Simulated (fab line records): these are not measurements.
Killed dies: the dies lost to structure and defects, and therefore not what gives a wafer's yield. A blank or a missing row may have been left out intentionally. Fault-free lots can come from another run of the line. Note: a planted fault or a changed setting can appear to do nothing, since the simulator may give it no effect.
Which tool was responsible? || flow sky130 || Sampling: 11 lots, 33 wafers, 6 of 708 route steps

## WHAT THE GAUGES SHOWED, per wafer
SKY_FIELD_ISO_BOW_MEAS_00.
{"lot": "L642", "measured": "day 1 15:00", "on": "film_metro-03", "INCOMING_BOW (um)": "-9 -6 2"}
{"lot": "L645", "measured": "day 2 06:00", "on": "film_metro-03", "INCOMING_BOW (um)": "4 2 9"}
{"lot": "L648", "measured": "day 2 21:00", "on": "film_metro-03", "INCOMING_BOW (um)": "-11 -2 -7"}
{"lot": "L649", "measured": "day 3 02:00", "on": "film_metro-02", "INCOMING_BOW (um)": "6 5 0"}
{"lot": "L652", "measured": "day 3 17:00", "on": "film_metro-04", "INCOMING_BOW (um)": "13 -7 11"}
{"lot": "L654", "measured": "day 4 03:00", "on": "film_metro-02", "INCOMING_BOW (um)": "-2 13 3"}
{"lot": "L655", "measured": "day 4 08:02", "on": "film_metro-03", "INCOMING_BOW (um)": "0 1 8"}
{"lot": "L656", "measured": "day 4 13:02", "on": "film_metro-04", "INCOMING_BOW (um)": "9 -9 -6"}
{"lot": "L660", "measured": "day 5 09:00", "on": "film_metro-02", "INCOMING_BOW (um)": "10 -2 4"}
{"lot": "L663", "measured": "day 6 00:00", "on": "film_metro-03", "INCOMING_BOW (um)": "5 5 2"}
{"lot": "L664", "measured": "day 6 05:00", "on": "film_metro-03", "INCOMING_BOW (um)": "-6 1 0"}

SKY_FIELD_ISO_THK_MEAS_02.
{"lot": "L642", "measured": "day 1 17:13", "on": "film_metro-03", "FIELD_ISO_OXIDATION_00_THK (nm)": "12.21 12.44 12.25"}
{"lot": "L645", "measured": "day 2 07:38", "on": "film_metro-02", "FIELD_ISO_OXIDATION_00_THK (nm)": "11.96 11.94 12.11"}
{"lot": "L648", "measured": "day 2 22:38", "on": "film_metro-04", "FIELD_ISO_OXIDATION_00_THK (nm)": "12.17 12.14 12.18"}
{"lot": "L649", "measured": "day 3 04:42", "on": "film_metro-02", "FIELD_ISO_OXIDATION_00_THK (nm)": "11.58 11.69 11.57"}
{"lot": "L652", "measured": "day 3 18:38", "on": "film_metro-02", "FIELD_ISO_OXIDATION_00_THK (nm)": "11.96 12.03 11.86"}
{"lot": "L654", "measured": "day 4 05:00", "on": "film_metro-04", "FIELD_ISO_OXIDATION_00_THK (nm)": "11.59 11.72 11.56"}
{"lot": "L655", "measured": "day 4 11:59", "on": "film_metro-04", "FIELD_ISO_OXIDATION_00_THK (nm)": "11.54 11.72 11.57"}
{"lot": "L656", "measured": "day 4 14:50", "on": "film_metro-04", "FIELD_ISO_OXIDATION_00_THK (nm)": "11.48 11.54 11.61"}
{"lot": "L660", "measured": "day 5 10:38", "on": "film_metro-04", "FIELD_ISO_OXIDATION_00_THK (nm)": "11.92 12.19 12.05"}
{"lot": "L663", "measured": "day 6 02:36", "on": "film_metro-04", "FIELD_ISO_OXIDATION_00_THK (nm)": "12.08 12.01 11.94"}
{"lot": "L664", "measured": "day 6 06:38", "on": "film_metro-04", "FIELD_ISO_OXIDATION_00_THK (nm)": "11.83 11.88 11.89"}

SKY_PWDE_TW_MEAS_10.
{"lot": "L642", "measured": "day 4 03:25", "on": "film_metro-02", "PWDE_TW": "378 376 378"}
{"lot": "L645", "measured": "day 4 20:19", "on": "film_metro-02", "PWDE_TW": "378 378 377"}
{"lot": "L648", "measured": "day 5 10:06", "on": "film_metro-04", "PWDE_TW": "374 375 375"}
{"lot": "L649", "measured": "day 5 23:15", "on": "film_metro-01", "PWDE_TW": "370 370 369"}
{"lot": "L652", "measured": "day 6 15:18", "on": "film_metro-01", "PWDE_TW": "370 368 369"}
{"lot": "L654", "measured": "day 6 22:48", "on": "film_metro-02", "PWDE_TW": "379 379 380"}
{"lot": "L655", "measured": "day 7 03:37", "on": "film_metro-02", "PWDE_TW": "379 379 380"}
{"lot": "L656", "measured": "day 7 08:03", "on": "film_metro-01", "PWDE_TW": "370 369 369"}
{"lot": "L660", "measured": "day 8 08:06", "on": "film_metro-04", "PWDE_TW": "401 401 400 401 402 401"}
{"lot": "L663", "measured": "day 9 00:21", "on": "film_metro-01", "PWDE_TW": "392 393 390 392 390 392"}
{"lot": "L664", "measured": "day 9 05:21", "on": "film_metro-02", "PWDE_TW": "376 376 378"}

SKY_NWELL_RS_MEAS_31: measurement is done with a four-point probe.
{"lot": "L642", "measured": "day 5 14:55", "on": "film_metro-04", "PWDE_RS (ohm/sq)": "5273 5292 5250"}
{"lot": "L645", "measured": "day 6 10:19", "on": "film_metro-01", "PWDE_RS (ohm/sq)": "5270 5259 5280"}
{"lot": "L648", "measured": "day 7 00:24", "on": "film_metro-01", "PWDE_RS (ohm/sq)": "5282 5268 5292"}
{"lot": "L649", "measured": "day 7 14:26", "on": "film_metro-02", "PWDE_RS (ohm/sq)": "5258 5261 5252"}
{"lot": "L652", "measured": "day 8 08:17", "on": "film_metro-01", "PWDE_RS (ohm/sq)": "5264 5303 5291"}
{"lot": "L654", "measured": "day 8 15:27", "on": "film_metro-04", "PWDE_RS (ohm/sq)": "5292 5284 5296"}
{"lot": "L655", "measured": "day 8 20:59", "on": "film_metro-01", "PWDE_RS (ohm/sq)": "5257 5266 5260"}
{"lot": "L656", "measured": "day 9 01:28", "on": "film_metro-04", "PWDE_RS (ohm/sq)": "5301 5293 5317"}
{"lot": "L660", "measured": "day 10 14:28", "on": "film_metro-04", "PWDE_RS (ohm/sq)": "4488 4501 4506 4496 4517 4505"}
{"lot": "L663", "measured": "day 10 21:51", "on": "film_metro-01", "PWDE_RS (ohm/sq)": "4487 4474 4502 4491 4477 4504"}
{"lot": "L664", "measured": "day 11 02:32", "on": "film_metro-04", "PWDE_RS (ohm/sq)": "5286 5301 5303"}

## TOOL THAT RAN EACH LOT (tool first, then ch and the chambers of the sampled wafers, then the start)
{"lot": "L642", "SKY_PWDE_IMPLANT_08": "implanter-03 ch 0, day 4 03:10", "SKY_PWDE_STRIP_09": "plasma_asher-03 ch 0,1, day 4 03:19"}
{"lot": "L645", "SKY_PWDE_IMPLANT_08": "implanter-01 ch 0, day 4 20:04", "SKY_PWDE_STRIP_09": "plasma_asher-01 ch 0,1, day 4 20:13"}
{"lot": "L648", "SKY_PWDE_IMPLANT_08": "implanter-01 ch 0, day 5 09:51", "SKY_PWDE_STRIP_09": "plasma_asher-01 ch 0,1, day 5 10:00"}
{"lot": "L649", "SKY_PWDE_IMPLANT_08": "implanter-03 ch 0, day 5 23:00", "SKY_PWDE_STRIP_09": "plasma_asher-03 ch 0,1, day 5 23:09"}
{"lot": "L652", "SKY_PWDE_IMPLANT_08": "implanter-01 ch 0, day 6 15:03", "SKY_PWDE_STRIP_09": "plasma_asher-01 ch 0,1, day 6 15:12"}
{"lot": "L654", "SKY_PWDE_IMPLANT_08": "implanter-04 ch 0, day 6 22:33", "SKY_PWDE_STRIP_09": "plasma_asher-03 ch 0,1, day 6 22:42"}
{"lot": "L655", "SKY_PWDE_IMPLANT_08": "implanter-01 ch 0, day 7 03:24", "SKY_PWDE_STRIP_09": "plasma_asher-03 ch 0,1, day 7 03:32"}
{"lot": "L656", "SKY_PWDE_IMPLANT_08": "implanter-01 ch 0, day 7 07:50", "SKY_PWDE_STRIP_09": "plasma_asher-03 ch 0,1, day 7 07:58"}
{"lot": "L660", "SKY_PWDE_IMPLANT_08": "implanter-01 ch 0, day 8 07:51", "SKY_PWDE_STRIP_09": "plasma_asher-03 ch 0,1, day 8 08:00"}
{"lot": "L663", "SKY_PWDE_IMPLANT_08": "implanter-01 ch 0, day 9 00:06", "SKY_PWDE_STRIP_09": "plasma_asher-03 ch 0,1, day 9 00:15"}
{"lot": "L664", "SKY_PWDE_IMPLANT_08": "implanter-03 ch 0, day 9 05:06", "SKY_PWDE_STRIP_09": "plasma_asher-02 ch 0, day 9 05:15"}
- SKY_PWDE_IMPLANT_08
- SKY_PWDE_STRIP_09: strips in O2/N2.

## WHAT THE TOOLS THEMSELVES READ (means of the sampled wafers that have a number; where no wafer has one, the mark that the record gives instead)
SKY_PWDE_IMPLANT_08.
{"lot": "L642", "tool": "implanter-03", "dose_ions_cm2": 3.6e+12, "faraday_current_uA": 20.4}
{"lot": "L645", "tool": "implanter-01", "dose_ions_cm2": 3.6e+12, "faraday_current_uA": 20.2}
{"lot": "L648", "tool": "implanter-01", "dose_ions_cm2": 3.6e+12, "faraday_current_uA": 20.6}
{"lot": "L649", "tool": "implanter-03", "dose_ions_cm2": 3.6e+12, "faraday_current_uA": 20.5}
{"lot": "L652", "tool": "implanter-01", "dose_ions_cm2": 3.6e+12, "faraday_current_uA": 20.0}
{"lot": "L654", "tool": "implanter-04", "dose_ions_cm2": 3.6e+12, "faraday_current_uA": 20.0}
{"lot": "L655", "tool": "implanter-01", "dose_ions_cm2": 3.6e+12, "faraday_current_uA": 20.1}
{"lot": "L656", "tool": "implanter-01", "dose_ions_cm2": 3.6e+12, "faraday_current_uA": 20.1}
{"lot": "L660", "tool": "implanter-01", "dose_ions_cm2": 4.4e+12, "faraday_current_uA": 25.4}
{"lot": "L663", "tool": "implanter-01", "dose_ions_cm2": 4.4e+12, "faraday_current_uA": 25.1}
{"lot": "L664", "tool": "implanter-03", "dose_ions_cm2": 3.6e+12, "faraday_current_uA": 20.6}

SKY_PWDE_STRIP_09.
{"lot": "L642", "tool": "plasma_asher-03", "drypump_motor_current_A (A)": 6.0, "n2_flow_sccm (sccm)": 300.3, "oes_product_au (a.u.)": 0.723, "strip_time_to_endpoint_s (s)": 36.96}
{"lot": "L645", "tool": "plasma_asher-01", "drypump_motor_current_A (A)": 6.1, "n2_flow_sccm (sccm)": 299.3, "oes_product_au (a.u.)": 0.725, "strip_time_to_endpoint_s (s)": 36.95}
{"lot": "L648", "tool": "plasma_asher-01", "drypump_motor_current_A (A)": 5.9, "n2_flow_sccm (sccm)": 299.8, "oes_product_au (a.u.)": 0.721, "strip_time_to_endpoint_s (s)": 37.02}
{"lot": "L649", "tool": "plasma_asher-03", "drypump_motor_current_A (A)": 6.0, "n2_flow_sccm (sccm)": 298.8, "oes_product_au (a.u.)": 0.724, "strip_time_to_endpoint_s (s)": 36.87}
{"lot": "L652", "tool": "plasma_asher-01", "drypump_motor_current_A (A)": 5.8, "n2_flow_sccm (sccm)": 299.9, "oes_product_au (a.u.)": 0.722, "strip_time_to_endpoint_s (s)": 37.01}
{"lot": "L654", "tool": "plasma_asher-03", "drypump_motor_current_A (A)": 5.9, "n2_flow_sccm (sccm)": 299.8, "oes_product_au (a.u.)": 0.723, "strip_time_to_endpoint_s (s)": 36.95}
{"lot": "L655", "tool": "plasma_asher-03", "drypump_motor_current_A (A)": 6.0, "n2_flow_sccm (sccm)": 300.3, "oes_product_au (a.u.)": 0.725, "strip_time_to_endpoint_s (s)": 36.93}
{"lot": "L656", "tool": "plasma_asher-03", "drypump_motor_current_A (A)": 5.8, "n2_flow_sccm (sccm)": 299.9, "oes_product_au (a.u.)": 0.721, "strip_time_to_endpoint_s (s)": 36.92}
{"lot": "L660", "tool": "plasma_asher-03", "drypump_motor_current_A (A)": 6.0, "n2_flow_sccm (sccm)": 299.8, "oes_product_au (a.u.)": 0.718, "strip_time_to_endpoint_s (s)": 36.88}
{"lot": "L663", "tool": "plasma_asher-03", "drypump_motor_current_A (A)": 6.0, "n2_flow_sccm (sccm)": 300.1, "oes_product_au (a.u.)": 0.726, "strip_time_to_endpoint_s (s)": 36.91}
{"lot": "L664", "tool": "plasma_asher-02", "drypump_motor_current_A (A)": 4.8, "n2_flow_sccm (sccm)": 300.4, "oes_product_au (a.u.)": 0.728, "strip_time_to_endpoint_s (s)": 37.04}

## THE ANSWER, worked out from the rows above alone
Rule: what is usual is taken from the lots themselves. The widest of any qualifying gaps counts: lots, ordered by their means at a reading, are off when they make up no more than a third of the lots, leave a main group of 4 or more, and stand apart from it by 3 or more times the standard deviation of that group's means. Not used: any main group whose means are identical at the precision the tables above print for the reading. A lot without any number at a reading at which 4 lots or more have one is off too. Any other lot the step has rows for is counted as sound. The gauges are gone through in route order, then the tools' own readings, and for those a lot's mean is taken as printed above. The first step at which some lot is off is used, and at that step the reading that is off furthest; a lot without a number counts as furthest.
Off: L660, L663, seen at SKY_NWELL_RS_MEAS_31 (PWDE_RS). The main group has a mean of 5280 ohm/sq with a standard deviation of 15.
If a tool, at a process step before that reading, ran all the lots that are off and no sound lot after the first of them, it fits. The gauges at SKY_NWELL_RS_MEAS_31 aren't tried: what is off there is off at SKY_PWDE_IMPLANT_08 too, on other tools, and a gauge's error can't cause that. Undecided on this evidence; 2 tools fit (implanter-01 at SKY_PWDE_IMPLANT_08, plasma_asher-03 at SKY_PWDE_STRIP_09).

## WHAT THE SIMULATOR PUT IN
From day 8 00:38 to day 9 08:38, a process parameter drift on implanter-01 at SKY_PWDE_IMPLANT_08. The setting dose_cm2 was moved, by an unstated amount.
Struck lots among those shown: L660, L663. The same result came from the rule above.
